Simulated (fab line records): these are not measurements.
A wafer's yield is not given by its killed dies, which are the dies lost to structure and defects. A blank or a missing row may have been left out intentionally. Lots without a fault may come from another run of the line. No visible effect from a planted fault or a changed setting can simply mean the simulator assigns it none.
Which of the tools did it? -- flow gf180mcu -- Sampling: 13 lots, 39 wafers, 4 of 602 route steps

## WHAT EACH GAUGE READ, for each wafer
GF_STI_THK_MEAS_22. Usual: STI_OXIDATION_01_THK 15.01 nm, standard deviation 0.22.
lot,measured,on,STI_OXIDATION_01_THK (nm),flag
L990,day 2 04:09,film metro-03,14.95 15.00 14.84,
L991,day 2 09:48,film metro-03,15.00 15.04 14.95,
L992,day 2 13:25,film metro-02,14.99 14.94 14.97,
L993,day 2 19:13,film metro-04,14.90 15.07 15.24,
L994,day 2 23:50,film metro-03,15.16 15.12 15.11,
L998,day 3 22:02,film metro-02,14.93 14.75 14.71,
L999,day 4 02:17,film metro-02,14.77 15.01 14.76,
L105,day 5 09:11,film metro-04,14.89 15.13 14.87,
L109,day 6 06:46,film metro-02,15.06 15.07 15.07,
L110,day 6 11:44,film metro-03,15.29 15.18 15.07,
L111,day 6 16:11,film metro-04,15.15 15.43 15.21,
L112,day 6 20:25,film metro-04,14.80 14.69 14.81,
L113,day 7 03:35,film metro-04,15.19 15.24 15.31,

GF_HV_LDD_OVL_MEAS_32. Usual: HV_LDD_02_OVL 1.4 nm, standard deviation 1.5.
lot,measured,on,HV_LDD_02_OVL (nm),flag
L990,day 11 14:03,overlay-02,-2.3 -1.9 -1.9,
L991,day 11 20:10,overlay-02,2.2 3.7 2.1,
L992,day 12 02:43,overlay-02,3.9 1.7 3.9,
L993,day 12 12:30,overlay-01,2.4 1.9 1.9,
L994,day 12 20:54,overlay-01,0.7 1.0 1.0,
L998,day 14 09:29,overlay-02,2.8 0.2 1.4,
L999,day 15 00:11,overlay-01,2.4 3.1 3.3,
L105,day 16 16:20,overlay-02,-0.7 -1.1 -0.9,
L109,day 18 00:26,overlay-01,1.0 1.2 0.7,
L110,day 18 06:23,overlay-02,1.7 3.1 3.4,
L111,day 18 09:40,overlay-01,1.0 -1.0 -0.7,
L112,day 18 23:03,overlay-02,-0.2 1.1 0.4,
L113,day 19 08:52,overlay-02,2.5 -0.1 1.9,

## WHICH TOOL RAN EACH LOT (tool, then ch and the chambers of the sampled wafers, then the start)
lot,GF_STI_ETCH_14,GF_VT_IMPLANT_STRIP_31
L990,"rie si-02 ch 2,3, day 2 02:26","plasma asher-02 ch 0,1, day 6 23:14"
L991,"rie si-02 ch 1,2,3, day 2 08:08","plasma asher-04 ch 0,1, day 7 03:44"
L992,"rie si-01 ch 0,3, day 2 11:10","plasma asher-02 ch 0,1, day 7 08:14"
L993,"rie si-01 ch 1,2,3, day 2 17:34","plasma asher-02 ch 0,1, day 7 16:35"
L994,"rie si-01 ch 2,3, day 2 22:10","plasma asher-04 ch 0, day 7 23:38"
L998,"rie si-01 ch 2,3, day 3 18:49","plasma asher-04 ch 0,1, day 9 04:47"
L999,"rie si-02 ch 0,1,3, day 4 00:23","plasma asher-04 ch 0,1, day 9 18:11"
L105,"rie si-02 ch 0,2,3, day 5 07:07","plasma asher-03 ch 0,1, day 11 01:11"
L109,"rie si-02 ch 0,1,3, day 6 03:37","plasma asher-02 ch 0,1, day 12 03:59"
L110,"rie si-02 ch 0,1,2, day 6 09:28","plasma asher-04 ch 0,1, day 12 10:32"
L111,"rie si-02 ch 0,2,3, day 6 14:31","plasma asher-02 ch 0,1, day 12 16:08"
L112,"rie si-01 ch 0,2, day 6 18:43","plasma asher-02 ch 0,1, day 12 23:47"
L113,"rie si-01 ch 2,3, day 7 01:55","plasma asher-04 ch 0,1, day 13 07:44"
- GF_STI_ETCH_14: etches Si in HBr/Cl2/O2, target depth 360 nm, time 102.9 s.
- GF_VT_IMPLANT_STRIP_31: strips in O2/N2.

## WHAT THE TOOLS THEMSELVES READ (means of the sampled wafers that have a number; where no wafer has one, the mark that the record gives instead)
GF_STI_ETCH_14. Usual: drypump motor current A 5.7 A, standard deviation 0.39; oes product au 1.010 a.u., standard deviation 0.0095; throttle valve pct 25.651 %, standard deviation 0.011.
lot,tool,drypump motor current A (A),oes product au (a.u.),throttle valve pct (%),flag
L990,rie si-02,5.6,1.005,25.657,
L991,rie si-02,5.7,1.012,25.650,
L992,rie si-01,5.7,1.008,25.655,
L993,rie si-01,5.5,1.010,25.648,
L994,rie si-01,5.3,1.024,25.648,
L998,rie si-01,5.2,1.007,25.648,
L999,rie si-02,6.0,1.019,25.644,
L105,rie si-02,5.7,1.003,25.661,
L109,rie si-02,6.0,1.009,25.652,
L110,rie si-02,5.8,1.010,25.653,
L111,rie si-02,5.7,1.007,25.656,
L112,rie si-01,5.3,1.001,25.662,
L113,rie si-01,5.1,0.997,25.645,

GF_VT_IMPLANT_STRIP_31. Usual: value, then standard deviation, for each; chamber pressure mTorr 1500.1 mTorr / 1.2; drypump motor current A 5.8 A / 0.53; heater power w 324 W / 34; o2 flow sccm 3000 sccm / 9.2; oes product au 0.709 a.u. / 0.0043; platen temp c 249.20 C / 0.19; strip time to endpoint s 12.81 s / 0.036.
lot,tool,chamber pressure mTorr (mTorr),drypump motor current A (A),heater power w (W),o2 flow sccm (sccm),oes product au (a.u.),platen temp c (C),strip time to endpoint s (s),flag
L990,plasma asher-02,1500.8,5.9,328,2994,0.713,249.27,12.82,
L991,plasma asher-04,1500.6,5.8,327,2995,0.707,249.26,12.88,
L992,plasma asher-02,1501.7,5.9,310,2986,0.709,249.27,12.80,
L993,plasma asher-02,1499.7,6.0,328,3004,0.712,249.12,12.85,
L994,plasma asher-04,1499.9,5.1,316,3006,0.711,249.02,12.82,
L998,plasma asher-04,1600.0,5.5,323,2996,0.714,249.27,12.65,OFF
L999,plasma asher-04,1600.0,5.4,321,3006,0.720,249.08,12.64,OFF
L105,plasma asher-03,1501.2,6.3,299,3000,0.706,249.26,12.82,
L109,plasma asher-02,1500.4,5.9,325,3002,0.711,249.16,12.83,
L110,plasma asher-04,1500.2,5.4,321,3000,0.710,249.27,12.81,
L111,plasma asher-02,1500.3,5.9,328,3004,0.703,249.38,12.77,
L112,plasma asher-02,1499.0,5.9,323,3002,0.709,249.17,12.76,
L113,plasma asher-04,1500.7,5.5,324,2992,0.713,249.14,12.86,

## THE ANSWER, worked out from the rows above alone
Rule: a lot is off if the mean of its wafers that have a number lies more than 3 standard deviations from the usual mean. Also off: a lot with no number at a reading for which 4 or more lots have one. All remaining lots with rows at the step are treated as sound. Order of review: gauges by route order, followed by the tools' own readings, for which a lot's mean as printed above is used. The first step at which some lot is off is used, and at that step the reading that is off furthest; a lot without a number counts as furthest.
Off at GF_VT_IMPLANT_STRIP_31 (chamber pressure mTorr): L998, L999.
If a tool, at that step or one of the process steps before it, ran each lot that is off and ran no sound lot following the first of them, it fits. No candidate that was tried fits.

## WHAT THE SIMULATOR PUT IN
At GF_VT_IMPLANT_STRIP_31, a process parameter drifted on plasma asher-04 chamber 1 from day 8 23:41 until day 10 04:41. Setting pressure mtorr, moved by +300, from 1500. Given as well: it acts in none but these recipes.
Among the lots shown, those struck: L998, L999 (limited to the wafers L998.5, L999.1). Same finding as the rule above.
